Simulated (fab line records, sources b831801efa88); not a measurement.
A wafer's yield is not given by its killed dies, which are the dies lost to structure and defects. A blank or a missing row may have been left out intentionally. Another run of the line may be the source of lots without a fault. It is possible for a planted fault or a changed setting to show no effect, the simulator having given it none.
fab line records	flow sky130
record lots=24	wafers=72	lastDay=50
route steps=708 shown LI_CONTACT@377 CONTACT@421 METAL2@485 CAPM@541 CAP2M@603
lots with no fault: from the same line, run without faults
startH: start of the lot's first displayed wafer, in hours after the record's first day	waitH: time in hours since the lot's previous step	" the same as in the row above	L1.1+2: a single row standing in for several wafers	- no value, or no start was given	* or withheld: withheld	< > ~ a bound
route shown NAME@n: a module of which the file shows steps, and the number in the route of the first	usual: mean/standard deviation taken from wafers without a fault	same: alike in all rows	chamber/n: place in a boat	sites: each site's reading	_std_site: standard deviation across them	_edge_site: the outer-site mean with the inner-site mean subtracted	radiusMm: how far each site lies from the wafer's centre	mask NAME#n: copy n	behind: the last tool/chamber to shape the wafer	hold: reason for holding the lot/hours on hold/outcome of the hold	device: transistor that didn't switch, given as n, p or np	end of line: the tests these same wafers got at the end of their route	for a step that has no rows: nothing shown but its recipe	killed: count of dies lost to structure and defects at first sort (not the wafer's yield)	map: the dies of a wafer, with x for killed, . for not killed, _ for no die there
set.NAME: the setting that was run; set.NAME@STEP: the one run at that earlier step	model.NAME: the simulator's own value behind a step, which no gauge read
steps of the route over a sample of lots; a table a step, a row a wafer
services: the hour from which a tool's chamber was out of use, counted from the record's first day as startH (under 0 if before that day), plus the number of hours and why
## steps
# step SKY_LI_CONTACT_ETCH_15
# recipe target=PSG	chemistry=C4F8/O2/Ar	stopOn=Si	taperDeg=4.15	maskMaterial=KrF-thick	sourceW=1500	biasW=1200	pressureMtorr=40	c4f8FlowSccm=withheld	O2_flow_sccm=6	Ar_flow_sccm=300	timeS=withheld	targetDepthA=6000
# usual oesProductAu=0.837/0.0049
lot.wafer	tool	chamber	startH	waitH	oesProductAu
L074.4	rieDiel-04	0	681.88	0.0	0.835
L074.5	"	1	"	"	0.834
L074.6	"	2	"	"	0.833
L075.1	rieDiel-02	0	697.86	0.0	0.838
L075.2	"	2	"	"	0.826
L075.6	"	3	"	"	0.837
L076.1	rieDiel-04	3	711.68	0.0	0.834
L076.4	"	2	"	"	0.846
L076.6	"	1	"	"	0.837
L077.4	rieDiel-03	3	714.83	0.0	0.832
L077.5	"	1	"	"	0.847
L077.6	"	0	"	"	0.842
L078.2	rieDiel-02	1	715.63	0.0	0.836
L078.5	"	2	"	"	0.839
L078.6	"	1	"	"	0.844
L079.2	rieDiel-03	0	735.21	0.0	0.837
L079.4	"	2	"	"	0.839
L079.6	"	3	"	"	0.843
L080.2	rieDiel-03	0	752.78	0.0	0.840
L080.4	"	3	"	"	0.839
L080.5	"	1	"	"	0.847
L082.1	rieDiel-04	0	755.21	0.0	0.832
L082.5	"	3	"	"	0.835
L082.6	"	2	"	"	0.833
L081.3	rieDiel-04	1	759.11	0.0	0.840
L081.5	"	1	"	"	0.834
L081.6	"	0	"	"	0.829
L083.2	rieDiel-03	3	763.91	0.0	0.841
L083.3	"	0	"	"	0.842
L083.4	"	1	"	"	0.834
L084.2	rieDiel-04	0	776.08	0.0	0.832
L084.3	"	2	"	"	0.838
L084.5	"	1	"	"	0.833
L086.2	rieDiel-03	0	777.26	0.0	0.829
L086.4	"	2	"	"	0.835
L086.5	"	3	"	"	0.831
L087.1	rieDiel-03	3	778.91	0.0	0.835
L087.4	"	1	"	"	0.840
L087.6	"	1	"	"	0.829
L085.2	rieDiel-04	3	779.26	0.0	0.844
L085.3	"	1	"	"	0.837
L085.4	"	0	"	"	0.838
L088.1	rieDiel-03	1	791.01	0.0	0.833
L088.4	"	2	"	"	0.837
L088.5	"	0	"	"	0.841
L089.3	rieDiel-02	2	798.86	0.0	0.831
L089.4	"	3	"	"	0.832
L089.6	"	1	"	"	0.832
L090.3	rieDiel-04	3	801.71	0.0	0.838
L090.4	"	3	"	"	0.839
L090.5	"	1	"	"	0.846
L091.2	rieDiel-02	2	817.53	0.0	0.834
L091.3	"	0	"	"	0.828
L091.6	"	0	"	"	0.835
L092.3	rieDiel-03	0	825.11	0.0	0.841
L092.5	"	2	"	"	0.831
L092.6	"	1	"	"	0.832
L094.1	rieDiel-03	2	828.08	0.0	0.838
L094.3	"	3	"	"	0.837
L094.5	"	3	"	"	0.836
L093.1	rieDiel-03	2	831.03	0.0	0.840
L093.2	"	3	"	"	0.839
L093.4	"	0	"	"	0.844
L095.2	rieDiel-02	3	843.31	0.0	0.840
L095.3	"	1	"	"	0.848
L095.5	"	3	"	"	0.837
L096.1	rieDiel-04	0	844.46	0.0	0.839
L096.2	"	1	"	"	0.843
L096.4	"	3	"	"	0.827
L097.1	rieDiel-04	0	852.43	0.0	0.838
L097.4	"	2	"	"	0.835
L097.5	"	0	"	"	0.836
# step SKY_CONTACT_OVL_MEAS_15
# usual CONTACT_OVL=-5/5.5
lot.wafer	tool	chamber	startH	waitH	CONTACT_OVL[nm]
L074.4	overlay-02	-	740.46	0.1	-10
L074.5	"	-	"	"	-14
L074.6	"	-	"	"	-4
L075.1	overlay-02	-	754.59	0.1	-7
L075.2	"	-	"	"	3
L075.6	"	-	"	"	1
L076.1	overlay-02	-	768.54	0.1	5
L076.4	"	-	"	"	-2
L076.6	"	-	"	"	0
L077.4	overlay-01	-	772.62	0.1	-3
L077.5	"	-	"	"	-11
L077.6	"	-	"	"	-5
L078.2	overlay-01	-	776.23	0.1	-6
L078.5	"	-	"	"	-9
L078.6	"	-	"	"	-9
L079.2	overlay-01	-	791.60	0.1	-12
L079.4	"	-	"	"	-5
L079.6	"	-	"	"	-10
L080.2	overlay-01	-	810.30	0.1	-7
L080.4	"	-	"	"	-9
L080.5	"	-	"	"	-2
L082.1	overlay-01	-	810.64	0.1	-6
L082.5	"	-	"	"	-3
L082.6	"	-	"	"	1
L081.3	overlay-01	-	815.44	0.1	-16
L081.5	"	-	"	"	-15
L081.6	"	-	"	"	-12
L083.2	overlay-01	-	820.61	0.1	0
L083.3	"	-	"	"	-10
L083.4	"	-	"	"	0
L084.2	overlay-01	-	831.75	0.1	2
L084.3	"	-	"	"	-5
L084.5	"	-	"	"	-4
L086.2	overlay-01	-	833.95	0.1	-11
L086.4	"	-	"	"	-12
L086.5	"	-	"	"	-10
L087.1	overlay-02	-	836.19	0.1	-17
L087.4	"	-	"	"	-12
L087.6	"	-	"	"	-10
L085.2	overlay-02	-	836.55	0.1	-9
L085.3	"	-	"	"	5
L085.4	"	-	"	"	-8
L088.1	overlay-01	-	846.83	0.1	-7
L088.4	"	-	"	"	-13
L088.5	"	-	"	"	-1
L089.3	overlay-02	-	855.51	0.1	1
L089.4	"	-	"	"	5
L089.6	"	-	"	"	-1
L090.3	overlay-02	-	856.46	0.1	-6
L090.4	"	-	"	"	-3
L090.5	"	-	"	"	4
L091.2	overlay-01	-	872.83	0.1	-1
L091.3	"	-	"	"	3
L091.6	"	-	"	"	3
L092.3	overlay-01	-	880.94	0.1	-5
L092.5	"	-	"	"	-5
L092.6	"	-	"	"	-4
L094.1	overlay-02	-	883.63	0.1	-6
L094.3	"	-	"	"	-8
L094.5	"	-	"	"	-7
L093.1	overlay-02	-	885.64	0.1	0
L093.2	"	-	"	"	-14
L093.4	"	-	"	"	-7
L095.2	overlay-02	-	896.86	0.1	-7
L095.3	"	-	"	"	1
L095.5	"	-	"	"	-3
L096.1	overlay-02	-	898.50	0.1	-8
L096.2	"	-	"	"	-9
L096.4	"	-	"	"	-15
L097.1	overlay-02	-	906.74	0.1	0
L097.4	"	-	"	"	-1
L097.5	"	-	"	"	0
# step SKY_METAL2_SPUTTER_02
# recipe material=AlCu	targetThkNm=250	powerW=10600	timeS=13.3	chamberPressurePa=0.4107
# usual cathodeDcPowerW=10600/2	throttleValvePct=29.7/1
lot.wafer	tool	chamber	startH	waitH	cathodeDcPowerW	throttleValvePct
L074.4	pvdSputter-03	-	799.87	0.0	10598	28.4
L074.5	"	-	"	"	10600	30.3
L074.6	"	-	"	"	10600	28.4
L075.1	pvdSputter-03	-	813.43	0.0	10596	30.2
L075.2	"	-	"	"	10603	28.6
L075.6	"	-	"	"	10599	28.3
L076.1	pvdSputter-03	-	827.18	0.0	10601	30.9
L076.4	"	-	"	"	10599	30.2
L076.6	"	-	"	"	10603	30.6
L077.4	pvdSputter-04	-	830.55	0.0	10599	29.7
L077.5	"	-	"	"	10602	31.2
L077.6	"	-	"	"	10602	31.5
L078.2	pvdSputter-03	-	833.14	0.0	10596	28.7
L078.5	"	-	"	"	10602	30.1
L078.6	"	-	"	"	10602	28.6
L079.2	pvdSputter-03	-	848.88	0.0	10601	30.2
L079.4	"	-	"	"	10599	28.5
L079.6	"	-	"	"	10599	29.8
L080.2	pvdSputter-04	-	866.88	0.0	10598	31.2
L080.4	"	-	"	"	10600	31.3
L080.5	"	-	"	"	10595	29.8
L082.1	pvdSputter-03	-	867.80	0.0	10602	30.7
L082.5	"	-	"	"	10598	30.6
L082.6	"	-	"	"	10603	28.4
L081.3	pvdSputter-02	-	872.38	0.0	10598	29.7
L081.5	"	-	"	"	10599	29.8
L081.6	"	-	"	"	10599	30.5
L083.2	pvdSputter-02	-	878.00	0.0	10599	30.5
L083.3	"	-	"	"	10599	30.0
L083.4	"	-	"	"	10601	28.3
L084.2	pvdSputter-02	-	888.10	0.0	10602	28.3
L084.3	"	-	"	"	10603	29.5
L084.5	"	-	"	"	10597	30.7
L086.2	pvdSputter-04	-	890.23	0.0	10600	31.2
L086.4	"	-	"	"	10600	30.8
L086.5	"	-	"	"	10600	29.5
L087.1	pvdSputter-03	-	892.03	0.0	10601	28.6
L087.4	"	-	"	"	10602	28.7
L087.6	"	-	"	"	10602	28.5
L085.2	pvdSputter-03	-	893.01	0.0	10601	30.2
L085.3	"	-	"	"	10598	28.5
L085.4	"	-	"	"	10600	30.6
L088.1	pvdSputter-02	-	902.28	0.0	10602	29.6
L088.4	"	-	"	"	10600	27.9
L088.5	"	-	"	"	10602	29.9
L089.3	pvdSputter-03	-	911.53	0.0	10601	28.6
L089.4	"	-	"	"	10600	28.7
L089.6	"	-	"	"	10597	30.3
L090.3	pvdSputter-02	-	912.18	0.0	10598	29.9
L090.4	"	-	"	"	10604	30.1
L090.5	"	-	"	"	10599	29.7
L091.2	pvdSputter-03	-	927.60	0.0	10599	30.1
L091.3	"	-	"	"	10598	28.5
L091.6	"	-	"	"	10603	30.3
L092.3	pvdSputter-03	-	935.43	0.0	10598	28.5
L092.5	"	-	"	"	10601	28.3
L092.6	"	-	"	"	10599	30.4
L094.1	pvdSputter-03	-	938.23	0.0	10601	28.5
L094.3	"	-	"	"	10600	30.2
L094.5	"	-	"	"	10597	30.0
L093.1	pvdSputter-02	-	939.88	0.0	10598	28.2
L093.2	"	-	"	"	10600	30.0
L093.4	"	-	"	"	10602	27.9
L095.2	pvdSputter-03	-	950.58	0.0	10599	28.9
L095.3	"	-	"	"	10598	30.6
L095.5	"	-	"	"	10598	30.2
L097.1	pvdSputter-03	-	960.05	0.0	10603	28.3
L097.4	"	-	"	"	10599	30.0
L097.5	"	-	"	"	10604	28.3
L096.1	pvdSputter-04	-	962.27	0.0	10600	31.0
L096.2	"	-	"	"	10599	31.2
L096.4	"	-	"	"	10602	31.1
# step SKY_CAPM_THK_MEAS_04
# recipe thkMeasGauge=xrf	reads=TiN_of_CAPM_SPUTTER_02
# usual CAPM_TIN_THK=201.3/2
lot.wafer	tool	chamber	startH	waitH	CAPM_TIN_THK[nm]
L074.4	filmMetro-04	-	856.53	0.1	200.9
L074.5	"	-	"	"	202.4
L074.6	"	-	"	"	202.4
L075.1	filmMetro-04	-	869.55	0.1	203.1
L075.2	"	-	"	"	201.2
L075.6	"	-	"	"	202.4
L076.1	filmMetro-02	-	883.76	0.1	203.2
L076.4	"	-	"	"	203.7
L076.6	"	-	"	"	204.9
L077.4	filmMetro-04	-	886.52	0.1	201.8
L077.5	"	-	"	"	202.8
L077.6	"	-	"	"	203.3
L078.2	filmMetro-04	-	888.70	0.1	201.6
L078.5	"	-	"	"	199.7
L078.6	"	-	"	"	202.8
L079.2	filmMetro-01	-	903.28	0.1	201.6
L079.4	"	-	"	"	202.4
L079.6	"	-	"	"	202.7
L080.2	filmMetro-02	-	920.98	0.1	198.4
L080.4	"	-	"	"	205.0
L080.5	"	-	"	"	199.0
L082.1	filmMetro-04	-	921.92	0.1	200.2
L082.5	"	-	"	"	198.1
L082.6	"	-	"	"	199.9
L081.3	filmMetro-02	-	926.34	0.1	199.8
L081.5	"	-	"	"	202.3
L081.6	"	-	"	"	199.6
L083.2	filmMetro-01	-	931.69	0.1	198.6
L083.3	"	-	"	"	197.0
L083.4	"	-	"	"	197.3
L084.2	filmMetro-04	-	940.88	0.1	200.5
L084.3	"	-	"	"	199.2
L084.5	"	-	"	"	200.9
L086.2	filmMetro-02	-	943.23	0.1	202.7
L086.4	"	-	"	"	204.7
L086.5	"	-	"	"	199.6
L087.1	filmMetro-04	-	944.74	0.1	197.9
L087.4	"	-	"	"	200.2
L087.6	"	-	"	"	198.4
L085.2	filmMetro-01	-	946.66	0.1	197.9
L085.3	"	-	"	"	200.8
L085.4	"	-	"	"	201.7
L088.1	filmMetro-02	-	954.83	0.1	202.6
L088.4	"	-	"	"	203.3
L088.5	"	-	"	"	204.2
L089.3	filmMetro-02	-	963.70	0.1	200.8
L089.4	"	-	"	"	202.7
L089.6	"	-	"	"	202.2
L090.3	filmMetro-04	-	963.89	0.1	197.0
L090.4	"	-	"	"	197.9
L090.5	"	-	"	"	199.7
L091.2	filmMetro-02	-	978.93	0.1	205.2
L091.3	"	-	"	"	203.4
L091.6	"	-	"	"	204.0
L092.3	filmMetro-04	-	987.63	0.1	201.9
L092.5	"	-	"	"	200.3
L092.6	"	-	"	"	199.3
L094.1	filmMetro-01	-	990.06	0.1	203.5
L094.3	"	-	"	"	201.4
L094.5	"	-	"	"	199.3
L093.1	filmMetro-04	-	991.73	0.1	199.4
L093.2	"	-	"	"	201.6
L093.4	"	-	"	"	202.3
L095.2	filmMetro-02	-	1001.78	0.1	202.7
L095.3	"	-	"	"	202.1
L095.5	"	-	"	"	200.9
L097.1	filmMetro-02	-	1010.44	0.1	202.9
L097.4	"	-	"	"	202.2
L097.5	"	-	"	"	202.1
L096.1	filmMetro-04	-	1012.97	0.1	201.3
L096.2	"	-	"	"	199.9
L096.4	"	-	"	"	201.8
# step SKY_CAP2M_CVD_00
# recipe material=SiO2	targetThkNm=15.5	tempC=400	timeS=withheld	rfW=450
# usual heaterPowerW=662/110
lot.wafer	tool	chamber	startH	waitH	heaterPowerW
L074.4	pecvd-01	2	936.93	0.0	543
L074.5	"	0	"	"	625
L074.6	"	1	"	"	701
L075.1	pecvd-03	0	947.54	0.0	626
L075.2	"	1	"	"	609
L075.6	"	0	"	"	630
L076.1	pecvd-02	0	962.34	0.0	921
L076.4	"	0	"	"	938
L076.6	"	2	"	"	749
L077.4	pecvd-01	1	963.90	0.0	703
L077.5	"	2	"	"	562
L077.6	"	0	"	"	703
L078.2	pecvd-02	0	965.84	0.0	903
L078.5	"	1	"	"	638
L078.6	"	2	"	"	705
L079.2	pecvd-02	2	979.37	0.0	731
L079.4	"	2	"	"	739
L079.6	"	1	"	"	592
L080.2	pecvd-02	1	995.94	0.0	621
L080.4	"	2	"	"	747
L080.5	"	0	"	"	903
L082.1	pecvd-03	0	996.83	0.0	593
L082.5	"	0	"	"	591
L082.6	"	2	"	"	533
L081.3	pecvd-01	0	1000.73	0.0	632
L081.5	"	0	"	"	650
L081.6	"	1	"	"	605
L083.2	pecvd-02	2	1007.15	0.0	758
L083.3	"	0	"	"	824
L083.4	"	2	"	"	752
L084.2	pecvd-02	1	1015.78	0.0	648
L084.3	"	2	"	"	781
L084.5	"	1	"	"	675
L086.2	pecvd-01	0	1018.53	0.0	742
L086.4	"	2	"	"	578
L086.5	"	1	"	"	639
L087.1	pecvd-03	2	1019.92	0.0	555
L087.4	"	2	"	"	559
L087.6	"	2	"	"	559
L085.2	pecvd-02	0	1020.97	0.0	769
L085.3	"	1	"	"	574
L085.4	"	1	"	"	576
L088.1	pecvd-03	0	1027.49	0.0	565
L088.4	"	0	"	"	571
L088.5	"	2	"	"	545
L089.3	pecvd-03	2	1036.51	0.0	577
L089.4	"	0	"	"	664
L089.6	"	1	"	"	554
L090.3	pecvd-02	0	1036.97	0.0	807
L090.4	"	0	"	"	797
L090.5	"	2	"	"	692
L091.2	pecvd-01	0	1051.43	0.0	727
L091.3	"	1	"	"	725
L091.6	"	1	"	"	721
L092.3	pecvd-01	2	1059.67	0.0	590
L092.5	"	2	"	"	580
L092.6	"	0	"	"	790
L094.1	pecvd-01	0	1061.13	0.0	645
L094.3	"	2	"	"	587
L094.5	"	0	"	"	652
L093.1	pecvd-02	1	1062.04	0.0	682
L093.2	"	0	"	"	853
L093.4	"	0	"	"	859
L095.2	pecvd-03	0	1071.78	0.0	566
L095.3	"	1	"	"	561
L095.5	"	1	"	"	569
L097.1	pecvd-02	0	1079.33	0.0	798
L097.4	"	2	"	"	642
L097.5	"	1	"	"	582
L096.1	pecvd-03	1	1081.08	0.0	557
L096.2	"	0	"	"	654
L096.4	"	1	"	"	578
# step SKY_CAP2M_STRIP_14
# recipe chemistry=O2/N2	powerW=1400	pressureMtorr=1500	platenTempC=withheld	o2FlowSccm=3000	n2FlowSccm=300	overashFraction=0.5
# usual drypumpMotorCurrentA=5.9/0.39	oesProductAu=0.710/0.0042	stripTimeToEndpointS=12.64/0.042
lot.wafer	tool	chamber	startH	waitH	drypumpMotorCurrentA	oesProductAu	rfHoursCounterH	stripTimeToEndpointS
L074.4	plasmaAsher-04	0	961.16	0.1	6.0	0.710	-	12.64
L074.5	"	0	"	"	6.0	0.711	-	12.65
L074.6	"	1	"	"	5.4	0.716	-	12.63
L075.1	plasmaAsher-04	0	972.32	0.1	6.0	0.710	24	12.74
L075.2	"	1	"	"	5.3	0.712	24	12.64
L075.6	"	0	"	"	6.0	0.713	-	12.68
L076.1	plasmaAsher-03	1	986.04	0.1	6.0	0.708	117	12.67
L076.4	"	1	"	"	6.0	0.711	-	12.66
L076.6	"	1	"	"	6.0	0.716	-	12.66
L077.4	plasmaAsher-01	1	988.73	0.1	6.2	0.707	-	12.61
L077.5	"	1	"	"	6.2	0.712	-	12.68
L077.6	"	0	"	"	5.5	0.711	-	12.65
L078.2	plasmaAsher-04	1	989.69	0.1	5.4	0.707	25	12.66
L078.5	"	1	"	"	5.4	0.710	-	12.68
L078.6	"	0	"	"	6.0	0.709	-	12.71
L079.2	plasmaAsher-01	1	1003.52	0.1	6.2	0.709	87	12.63
L079.4	"	1	"	"	6.2	0.717	-	12.71
L079.6	"	1	"	"	6.2	0.706	-	12.63
L080.2	plasmaAsher-03	0	1018.69	0.1	6.5	0.711	121	12.63
L080.4	"	0	"	"	6.5	0.712	-	12.60
L080.5	"	1	"	"	6.0	0.711	-	12.66
L082.1	plasmaAsher-04	0	1020.12	0.1	6.0	0.701	29	12.68
L082.5	"	1	"	"	5.4	0.707	-	12.65
L082.6	"	0	"	"	6.0	0.710	-	12.65
L081.3	plasmaAsher-04	1	1023.48	0.1	5.3	0.709	-	12.56
L081.5	"	0	"	"	6.0	0.713	-	12.60
L081.6	"	1	"	"	5.3	0.707	-	12.63
L083.2	plasmaAsher-01	1	1029.79	0.1	6.2	0.706	88	12.65
L083.3	"	1	"	"	6.2	0.707	-	12.66
L083.4	"	0	"	"	5.6	0.710	-	12.68
L084.2	plasmaAsher-01	0	1036.84	0.1	5.5	0.699	89	12.69
L084.3	"	0	"	"	5.5	0.709	-	12.66
L084.5	"	1	"	"	6.2	0.707	-	12.69
L086.2	plasmaAsher-01	1	1040.62	0.1	6.2	0.714	89	12.64
L086.4	"	0	"	"	5.5	0.706	-	12.69
L086.5	"	1	"	"	6.2	0.709	-	12.65
L087.1	plasmaAsher-04	1	1042.82	0.1	5.4	0.710	31	12.64
L087.4	"	0	"	"	6.1	0.717	-	12.59
L087.6	"	1	"	"	5.3	0.708	-	12.65
L085.2	plasmaAsher-03	0	1043.12	0.1	6.5	0.706	123	12.58
L085.3	"	1	"	"	6.0	0.714	-	12.67
L085.4	"	0	"	"	6.5	0.711	-	12.62
L088.1	plasmaAsher-03	1	1049.52	0.1	6.1	0.705	124	12.63
L088.4	"	0	"	"	6.5	0.704	-	12.66
L088.5	"	0	"	"	6.5	0.710	-	12.54
L089.3	plasmaAsher-01	1	1058.78	0.1	6.2	0.716	-	12.69
L089.4	"	0	"	"	5.5	0.704	-	12.62
L089.6	"	0	"	"	5.5	0.707	-	12.65
L090.3	plasmaAsher-04	0	1058.82	0.1	6.0	0.708	-	12.57
L090.4	"	1	"	"	5.3	0.714	-	12.53
L090.5	"	1	"	"	5.4	0.712	-	12.62
L091.2	plasmaAsher-03	1	1072.75	0.1	6.1	0.706	1	12.61
L091.3	"	1	"	"	6.1	0.710	-	12.63
L091.6	"	0	"	"	6.5	0.712	-	12.61
L092.3	plasmaAsher-03	1	1080.97	0.1	6.1	0.710	-	12.68
L092.5	"	1	"	"	6.0	0.705	-	12.66
L092.6	"	0	"	"	6.5	0.705	-	12.66
L094.1	plasmaAsher-01	1	1082.50	0.1	6.2	0.708	93	12.67
L094.3	"	0	"	"	5.5	0.714	-	12.63
L094.5	"	1	"	"	6.2	0.709	-	12.64
L093.1	plasmaAsher-04	1	1083.60	0.1	5.3	0.703	35	12.56
L093.2	"	0	"	"	6.1	0.710	35	12.57
L093.4	"	1	"	"	5.4	0.708	-	12.60
L095.2	plasmaAsher-01	0	1092.59	0.1	5.5	0.714	94	12.69
L095.3	"	0	"	"	5.5	0.711	-	12.68
L095.5	"	1	"	"	6.2	0.701	-	12.61
L097.1	plasmaAsher-04	0	1100.47	0.1	6.0	0.707	37	12.63
L097.4	"	0	"	"	6.1	0.717	-	12.58
L097.5	"	1	"	"	5.4	0.709	-	12.62
L096.1	plasmaAsher-01	0	1101.66	0.1	5.6	0.711	95	12.68
L096.2	"	1	"	"	6.2	0.718	95	12.68
L096.4	"	1	"	"	6.2	0.705	-	12.71
## services
tool	chamber	startH	hours	kind
pecvd-02	1	658.35	4.1	repair
rieDiel-04	2	692.65	7.1	repair
pecvd-02	-	696.41	1.9	repair
pecvd-02	-	698.70	2.8	pm
rieDiel-04	0	708.08	6.7	repair
plasmaAsher-04	-	733.75	9.0	pm
rieDiel-03	1	734.94	8.6	repair
plasmaAsher-01	-	752.02	2.7	repair
pecvd-02	-	756.96	1.2	repair
rieDiel-04	1	779.80	6.4	repair
rieDiel-04	2	799.34	2.8	repair
rieDiel-04	-	840.68	1.1	repair
plasmaAsher-01	-	843.51	2.8	pm
plasmaAsher-01	-	846.91	6.3	repair
rieDiel-03	1	896.82	5.1	repair
pecvd-02	-	901.42	14.6	pm
rieDiel-03	-	906.31	2.8	pm
rieDiel-04	0	909.98	1.7	repair
pecvd-02	-	941.66	3.8	repair
rieDiel-04	0	942.26	25.2	repair
rieDiel-04	1	960.04	7.6	repair
rieDiel-03	-	972.64	0.8	repair
plasmaAsher-01	-	1014.15	10.4	repair
rieDiel-03	-	1056.03	1.4	repair
## key
fault none
